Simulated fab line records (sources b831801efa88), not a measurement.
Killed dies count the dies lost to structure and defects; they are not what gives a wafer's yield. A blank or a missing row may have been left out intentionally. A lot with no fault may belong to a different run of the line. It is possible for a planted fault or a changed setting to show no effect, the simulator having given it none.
What tool caused it? | flow sky130 | Sampling: 12 lots, 36 wafers, 4 of 708 route steps

## WHAT THE GAUGES READ, wafer by wafer
SKY_LI_CONTACT_OVL_MEAS_13.
lot  | measured     | on         | LI_CONTACT_OVL (nm)
L475 | day 29 01:01 | overlay-01 | -5 -3 -1
L477 | day 30 01:28 | overlay-02 | -5 -6 -2
L478 | day 30 11:04 | overlay-02 | -5 4 0
L479 | day 31 02:19 | overlay-01 | 1 -4 2
L484 | day 32 12:35 | overlay-02 | -1 -4 0
L486 | day 33 05:52 | overlay-02 | -4 -4 -2
L490 | day 34 07:23 | overlay-01 | -4 -7 -5
L492 | day 34 18:59 | overlay-02 | -5 -7 -7
L494 | day 35 11:56 | overlay-02 | -8 -10 -10
L495 | day 35 19:36 | overlay-01 | 4 10 4
L496 | day 36 04:38 | overlay-02 | 0 4 6
L498 | day 36 13:45 | overlay-02 | -7 4 3

## WHAT TOOL EACH LOT RAN ON (gives the tool, then ch and the chambers of the sampled wafers, and finally the start)
lot  | SKY_SD_P_STRIP_10                   | SKY_SD_N_STRIP_11                   | SKY_SD_N_RTA_14
L475 | plasmaAsher-01 ch 0,1, day 25 07:38 | plasmaAsher-04 ch 0,1, day 27 18:22 | rtpAnneal-02 ch 0, day 27 18:35
L477 | plasmaAsher-02 ch 0,1, day 26 09:18 | plasmaAsher-04 ch 0,1, day 28 20:15 | rtpAnneal-02 ch 0, day 28 20:26
L478 | plasmaAsher-02 ch 1, day 26 19:25   | plasmaAsher-02 ch 0,1, day 29 06:11 | rtpAnneal-01 ch 0, day 29 06:24
L479 | plasmaAsher-02 ch 0,1, day 27 11:38 | plasmaAsher-02 ch 0,1, day 29 21:00 | rtpAnneal-02 ch 0, day 29 21:12
L484 | plasmaAsher-01 ch 0,1, day 28 23:33 | plasmaAsher-02 ch 0,1, day 31 07:52 | rtpAnneal-01 ch 0, day 31 08:04
L486 | plasmaAsher-01 ch 0,1, day 29 18:28 | plasmaAsher-02 ch 0,1, day 32 02:05 | rtpAnneal-01 ch 0, day 32 02:18
L490 | plasmaAsher-01 ch 0,1, day 30 22:28 | plasmaAsher-02 ch 0,1, day 33 04:15 | rtpAnneal-01 ch 0, day 33 04:26
L492 | plasmaAsher-01 ch 0,1, day 31 08:40 | plasmaAsher-04 ch 0,1, day 33 14:25 | rtpAnneal-01 ch 0, day 33 14:38
L494 | plasmaAsher-01 ch 1, day 32 03:22   | plasmaAsher-04 ch 0,1, day 34 08:22 | rtpAnneal-01 ch 0, day 34 08:34
L495 | plasmaAsher-01 ch 0,1, day 32 09:26 | plasmaAsher-03 ch 0,1, day 34 15:28 | rtpAnneal-02 ch 0, day 34 15:40
L496 | plasmaAsher-01 ch 0,1, day 32 18:35 | plasmaAsher-04 ch 1, day 35 00:28   | rtpAnneal-01 ch 0, day 35 00:41
L498 | plasmaAsher-02 ch 0,1, day 33 05:57 | plasmaAsher-03 ch 0,1, day 35 10:31 | rtpAnneal-01 ch 0, day 35 10:44
- SKY_SD_P_STRIP_10: strips in O2/N2.
- SKY_SD_N_STRIP_11: strips in O2/N2.
- SKY_SD_N_RTA_14: time 2 s.

## WHAT THE TOOLS THEMSELVES READ (means of the sampled wafers that have a number; where no wafer has one, the mark that the record gives instead)
SKY_SD_P_STRIP_10.
lot  | tool           | drypumpMotorCurrentA (A) | o2FlowSccm (sccm) | oesProductAu (a.u.) | stripTimeToEndpointS (s)
L475 | plasmaAsher-01 | 5.8                      | 2998              | 0.623               | 17.53
L477 | plasmaAsher-02 | 5.5                      | 2996              | 0.614               | 17.52
L478 | plasmaAsher-02 | 5.5                      | 3000              | 0.614               | 17.53
L479 | plasmaAsher-02 | 5.6                      | 2986              | 0.617               | 17.44
L484 | plasmaAsher-01 | 6.1                      | 2992              | 0.620               | 17.48
L486 | plasmaAsher-01 | 6.1                      | 3005              | 0.620               | 17.47
L490 | plasmaAsher-01 | 6.1                      | 2998              | 0.612               | 17.49
L492 | plasmaAsher-01 | 5.8                      | 3003              | 0.617               | 17.41
L494 | plasmaAsher-01 | 5.6                      | 2992              | 0.620               | 17.50
L495 | plasmaAsher-01 | 6.1                      | 3000              | 0.616               | 17.53
L496 | plasmaAsher-01 | 5.9                      | 2995              | 0.620               | 17.55
L498 | plasmaAsher-02 | 5.5                      | 3009              | 0.618               | 17.51

SKY_SD_N_STRIP_11.
lot  | tool           | drypumpMotorCurrentA (A) | o2FlowSccm (sccm) | oesProductAu (a.u.) | stripTimeToEndpointS (s)
L475 | plasmaAsher-04 | 5.82                     | 2998              | 0.526               | 22.61
L477 | plasmaAsher-04 | 5.73                     | 3003              | 0.526               | 22.54
L478 | plasmaAsher-02 | 5.51                     | 2997              | 0.523               | 22.51
L479 | plasmaAsher-02 | 5.49                     | 2996              | 0.526               | 22.54
L484 | plasmaAsher-02 | 5.52                     | 2992              | 0.525               | 22.60
L486 | plasmaAsher-02 | 5.51                     | 3200              | 0.525               | 22.40
L490 | plasmaAsher-02 | 5.51                     | 3194              | 0.532               | 22.47
L492 | plasmaAsher-04 | 5.83                     | 2996              | 0.522               | 22.57
L494 | plasmaAsher-04 | 5.73                     | 3001              | 0.529               | 22.62
L495 | plasmaAsher-03 | 5.72                     | 2995              | 0.526               | 22.58
L496 | plasmaAsher-04 | 5.90                     | 2999              | 0.523               | 22.54
L498 | plasmaAsher-03 | 5.68                     | 3002              | 0.529               | 22.52

SKY_SD_N_RTA_14.
lot  | tool         | lampPowerPct (%) | wafer_temp_C_max
L475 | rtpAnneal-02 | 15.68            | 1078.1
L477 | rtpAnneal-02 | 15.77            | 1076.8
L478 | rtpAnneal-01 | 15.70            | 1077.5
L479 | rtpAnneal-02 | 15.73            | 1080.3
L484 | rtpAnneal-01 | 15.77            | 1078.1
L486 | rtpAnneal-01 | 15.79            | 1078.4
L490 | rtpAnneal-01 | 15.70            | 1079.4
L492 | rtpAnneal-01 | 15.77            | 1078.7
L494 | rtpAnneal-01 | 15.72            | 1078.4
L495 | rtpAnneal-02 | 15.69            | 1078.4
L496 | rtpAnneal-01 | 15.74            | 1077.9
L498 | rtpAnneal-01 | 15.73            | 1078.3

## THE ANSWER, worked out from the rows above alone
Rule: the usual values come from the lots themselves. The widest of any qualifying gaps counts: lots, ordered by their means at a reading, are off when they make up no more than a third of the lots, leave a main group of 4 or more, and stand apart from it by 3 or more times the standard deviation of that group's means. A main group whose means are all the same, to the digits that the tables above print for the reading, isn't used. Also off: a lot with no number at a reading for which 4 or more lots have one. Where the step has rows for the other lots, those lots are counted as sound. The gauges are gone through in route order, then the tools' own readings, and for those a lot's mean is taken as printed above. The first step at which some lot is off is used, and at that step the reading that is off furthest; a lot without a number counts as furthest.
Off at SKY_SD_N_STRIP_11 (o2FlowSccm): L486, L490. The main group has a mean of 2998 sccm with a standard deviation of 3.2.
If a tool, at that step or one of the process steps before it, ran each lot that is off and ran no sound lot following the first of them, it fits. One candidate fits, namely plasmaAsher-02 at SKY_SD_N_STRIP_11. Its last sound lot is L484 (day 31 07:52), its first lot that is off L486 (day 32 02:05): a fault that began between those two fits.
The tool's own readings at SKY_SD_N_STRIP_11 bear it out: on the lots that are off they differ by more than 5 times the standard deviation of the sound lots' means. o2FlowSccm reads 3197 sccm there against 2998 sccm on the sound lots.

## WHAT HAD BEEN PUT IN BY THE SIMULATOR
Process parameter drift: plasmaAsher-02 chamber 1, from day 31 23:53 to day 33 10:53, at SKY_SD_N_STRIP_11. Setting o2FlowSccm shifted by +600 from 3000. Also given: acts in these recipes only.
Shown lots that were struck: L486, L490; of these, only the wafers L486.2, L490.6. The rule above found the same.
